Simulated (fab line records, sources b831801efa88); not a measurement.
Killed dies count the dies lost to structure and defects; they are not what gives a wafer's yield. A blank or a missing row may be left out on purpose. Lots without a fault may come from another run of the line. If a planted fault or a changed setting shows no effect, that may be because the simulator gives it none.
Which tool did it? || flow sfq_line || 14 lots, 42 wafers sampled, at 2 steps of a route of 325

== WHAT EACH GAUGE READ, for each wafer ==
SFQ_JJ_RS_MEAS_929: measurement is done with a four-point probe.
{"lot": "L908", "measured": "day 47 00:03", "on": "film_metro-04", "JJ_NB_RS (ohm/sq)": "1.047 1.051 1.060"}
{"lot": "L909", "measured": "day 47 01:15", "on": "film_metro-02", "JJ_NB_RS (ohm/sq)": "1.055 1.057 1.058"}
{"lot": "L910", "measured": "day 47 02:28", "on": "film_metro-04", "JJ_NB_RS (ohm/sq)": "1.047 1.063 1.058"}
{"lot": "L913", "measured": "day 54 00:24", "on": "film_metro-01", "JJ_NB_RS (ohm/sq)": "1.060 1.059 1.061"}
{"lot": "L917", "measured": "day 54 16:37", "on": "film_metro-02", "JJ_NB_RS (ohm/sq)": "1.041 1.045 1.049"}
{"lot": "L919", "measured": "day 56 10:07", "on": "film_metro-01", "JJ_NB_RS (ohm/sq)": "1.055 1.048 1.047"}
{"lot": "L920", "measured": "day 56 15:42", "on": "film_metro-02", "JJ_NB_RS (ohm/sq)": "1.057 1.051 1.056"}
{"lot": "L921", "measured": "day 60 09:18", "on": "film_metro-01", "JJ_NB_RS (ohm/sq)": "1.065 1.058 1.062"}
{"lot": "L922", "measured": "day 60 22:31", "on": "film_metro-02", "JJ_NB_RS (ohm/sq)": "1.050 1.052 1.065"}
{"lot": "L923", "measured": "day 61 03:18", "on": "film_metro-04", "JJ_NB_RS (ohm/sq)": "1.064 1.068 1.077"}
{"lot": "L927", "measured": "day 62 07:55", "on": "film_metro-04", "JJ_NB_RS (ohm/sq)": "1.059 1.064 1.057"}
{"lot": "L928", "measured": "day 62 09:07", "on": "film_metro-01", "JJ_NB_RS (ohm/sq)": "1.067 1.050 1.055"}
{"lot": "L929", "measured": "day 62 21:14", "on": "film_metro-04", "JJ_NB_RS (ohm/sq)": "1.049 1.054 1.056"}
{"lot": "L930", "measured": "day 63 12:41", "on": "film_metro-02", "JJ_NB_RS (ohm/sq)": "1.063 1.074 1.077"}

== WHAT TOOL EACH LOT RAN ON (gives the tool, then ch and the chambers of the sampled wafers, and finally the start) ==
{"lot": "L908", "SFQ_TRILAYER_M1_ETCH_METAL_ETCH_042": "rie_metal-02 ch 1, day 18 21:44"}
{"lot": "L909", "SFQ_TRILAYER_M1_ETCH_METAL_ETCH_042": "rie_metal-02 ch 0,1, day 19 04:56"}
{"lot": "L910", "SFQ_TRILAYER_M1_ETCH_METAL_ETCH_042": "rie_metal-02 ch 0,1, day 19 15:44"}
{"lot": "L913", "SFQ_TRILAYER_M1_ETCH_METAL_ETCH_042": "rie_metal-04 ch 1, day 21 18:19"}
{"lot": "L917", "SFQ_TRILAYER_M1_ETCH_METAL_ETCH_042": "rie_metal-01 ch 0,1, day 23 05:10"}
{"lot": "L919", "SFQ_TRILAYER_M1_ETCH_METAL_ETCH_042": "rie_metal-02 ch 0,1, day 24 03:58"}
{"lot": "L920", "SFQ_TRILAYER_M1_ETCH_METAL_ETCH_042": "rie_metal-01 ch 0,1, day 24 12:24"}
{"lot": "L921", "SFQ_TRILAYER_M1_ETCH_METAL_ETCH_042": "rie_metal-02 ch 1, day 24 21:59"}
{"lot": "L922", "SFQ_TRILAYER_M1_ETCH_METAL_ETCH_042": "rie_metal-02 ch 0,1, day 25 05:26"}
{"lot": "L923", "SFQ_TRILAYER_M1_ETCH_METAL_ETCH_042": "rie_metal-01 ch 0, day 31 19:56"}
{"lot": "L927", "SFQ_TRILAYER_M1_ETCH_METAL_ETCH_042": "rie_metal-01 ch 0,1, day 34 08:01"}
{"lot": "L928", "SFQ_TRILAYER_M1_ETCH_METAL_ETCH_042": "rie_metal-01 ch 0,1, day 34 11:37"}
{"lot": "L929", "SFQ_TRILAYER_M1_ETCH_METAL_ETCH_042": "rie_metal-02 ch 1, day 34 23:41"}
{"lot": "L930", "SFQ_TRILAYER_M1_ETCH_METAL_ETCH_042": "rie_metal-02 ch 1, day 35 11:43"}
- SFQ_TRILAYER_M1_ETCH_METAL_ETCH_042: etches Nb in Cl2/Ar, stops on SiO2, target depth 240 nm, time 120 s.

== WHAT THE TOOLS THEMSELVES READ (means of the sampled wafers that have a number; where no wafer has one, the mark that the record gives instead) ==
SFQ_TRILAYER_M1_ETCH_METAL_ETCH_042.
{"lot": "L908", "tool": "rie_metal-02", "chamber_pressure_mTorr (mTorr)": 10.006, "drypump_motor_current_A (A)": 6.3, "oes_product_au (a.u.)": 0.898}
{"lot": "L909", "tool": "rie_metal-02", "chamber_pressure_mTorr (mTorr)": 10.005, "drypump_motor_current_A (A)": 6.4, "oes_product_au (a.u.)": 0.893}
{"lot": "L910", "tool": "rie_metal-02", "chamber_pressure_mTorr (mTorr)": 10.004, "drypump_motor_current_A (A)": 6.5, "oes_product_au (a.u.)": 0.904}
{"lot": "L913", "tool": "rie_metal-04", "chamber_pressure_mTorr (mTorr)": 10.008, "drypump_motor_current_A (A)": 4.7, "oes_product_au (a.u.)": 0.899}
{"lot": "L917", "tool": "rie_metal-01", "chamber_pressure_mTorr (mTorr)": 10.006, "drypump_motor_current_A (A)": 6.0, "oes_product_au (a.u.)": 0.903}
{"lot": "L919", "tool": "rie_metal-02", "chamber_pressure_mTorr (mTorr)": 10.000, "drypump_motor_current_A (A)": 6.4, "oes_product_au (a.u.)": 0.894}
{"lot": "L920", "tool": "rie_metal-01", "chamber_pressure_mTorr (mTorr)": 9.993, "drypump_motor_current_A (A)": 5.6, "oes_product_au (a.u.)": 0.889}
{"lot": "L921", "tool": "rie_metal-02", "chamber_pressure_mTorr (mTorr)": 9.997, "drypump_motor_current_A (A)": 6.3, "oes_product_au (a.u.)": 0.905}
{"lot": "L922", "tool": "rie_metal-02", "chamber_pressure_mTorr (mTorr)": 9.998, "drypump_motor_current_A (A)": 6.5, "oes_product_au (a.u.)": 0.893}
{"lot": "L923", "tool": "rie_metal-01", "chamber_pressure_mTorr (mTorr)": 10.011, "drypump_motor_current_A (A)": 5.3, "oes_product_au (a.u.)": 0.903}
{"lot": "L927", "tool": "rie_metal-01", "chamber_pressure_mTorr (mTorr)": 9.997, "drypump_motor_current_A (A)": 6.0, "oes_product_au (a.u.)": 0.830}
{"lot": "L928", "tool": "rie_metal-01", "chamber_pressure_mTorr (mTorr)": 10.004, "drypump_motor_current_A (A)": 6.0, "oes_product_au (a.u.)": 0.822}
{"lot": "L929", "tool": "rie_metal-02", "chamber_pressure_mTorr (mTorr)": 9.995, "drypump_motor_current_A (A)": 6.3, "oes_product_au (a.u.)": 0.900}
{"lot": "L930", "tool": "rie_metal-02", "chamber_pressure_mTorr (mTorr)": 10.005, "drypump_motor_current_A (A)": 6.3, "oes_product_au (a.u.)": 0.897}

== THE ANSWER, worked out from the rows above alone ==
Rule: the usual values come from the lots themselves. Put in order of their means at a reading, lots are off if they are a third of the lots or fewer, leave a main group of 4 or more, and stand apart from it by a gap of 3 or more times the standard deviation of the main group's means; of several such gaps the widest counts. The tables above print the reading to a certain number of digits; a main group whose means all agree to those digits is not used. A lot without any number at a reading at which 4 lots or more have one is off too. Where the step has rows for the other lots, those lots are counted as sound. First the gauges in route order, then the tools' own readings, where a lot's mean is used as printed above. The first step at which some lot is off is used, and at that step the reading that is off furthest; a lot without a number counts as furthest.
Off: L927, L928 (SFQ_TRILAYER_M1_ETCH_METAL_ETCH_042, oes_product_au). For the main group the mean is 0.898 a.u. and the standard deviation 0.0049.
A tool fits if, at that step or a process step before it, it ran every lot that is off, and no sound lot after the first of them. One fits: SFQ_TRILAYER_M1_ETCH_METAL_ETCH_042 on rie_metal-01. Its last sound lot is L923 (day 31 19:56), its first lot that is off L927 (day 34 08:01): a fault that began between those two fits.
On the lots that are off, the tool's own readings at SFQ_TRILAYER_M1_ETCH_METAL_ETCH_042 differ by more than 5 times the standard deviation of the sound lots' means, which bears it out; oes_product_au reads 0.826 a.u. there versus 0.898 a.u. on the sound lots.

== WHAT THE SIMULATOR PUT IN ==
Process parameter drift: rie_metal-01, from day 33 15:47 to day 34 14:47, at SFQ_TRILAYER_M1_ETCH_METAL_ETCH_042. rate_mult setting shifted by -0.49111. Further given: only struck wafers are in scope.
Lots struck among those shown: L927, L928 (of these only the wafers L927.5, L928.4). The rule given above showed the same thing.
